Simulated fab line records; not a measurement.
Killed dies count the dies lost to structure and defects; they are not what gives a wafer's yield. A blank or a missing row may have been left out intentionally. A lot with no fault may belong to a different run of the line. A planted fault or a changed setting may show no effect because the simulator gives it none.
Matching of chambers	flow sky130	SKY_VIA1_ETCH_14 on rie diel-04 has 4 sister chambers
The step etches BARC in N2/H2, stops on SiO2, time 45.9 s, target depth 60 nm. 8 wafers are shown with their chamber, then 7 later ones without.

WAFERS, EACH WITH ITS CHAMBER
wafer	chamber	drypump motor current A (A)	oes product au (a.u.)
L074.2	0	5.9	0.846
L076.2	1	5.4	0.852
L078.5	0	6.0	0.849
L078.6	3	5.4	0.850
L077.3	1	5.4	0.849
L077.5	2	6.1	0.858
L083.4	2	6.2	0.855
L083.5	3	5.4	0.855

WAFERS MISSING THEIR CHAMBER
wafer	drypump motor current A (A)	oes product au (a.u.)
L083.6	5.9	0.850
L087.1	6.1	0.846
L087.2	5.4	0.850
L087.4	5.5	0.859
L095.1	6.2	0.851
L095.5	6.1	0.855
L095.6	5.4	0.852

EACH ONE'S CHAMBER
wafer	from the rows above	in truth
L083.6	0	0
L087.1	can't be placed: 0 or 2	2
L087.2	can't be placed: 1 or 3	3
L087.4	can't be placed: 3 or 1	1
L095.1	2	2
L095.5	2	2
L095.6	can't be placed: 3 or 1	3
Correct placement for 3 of the 7. Cannot be placed on the basis of these rows: 4; the candidates contain the true chamber in 4. Number placed wrongly: 0.
How it was worked out, from the rows above alone: a wafer's distance from a chamber is the root of the sum, over the readings, of the square of ((its reading less the chamber's mean) divided by the reading's scatter). If the next closest chamber is less than 2 further off than the closest, the wafer can't be placed; otherwise it belongs to the closest. For every chamber, the mean is computed from those of its wafers that are shown. How the scatter is found: for the shown wafers, subtract from each reading the mean of its chamber, square and add these, divide the total by (wafers less chambers), then take the root.
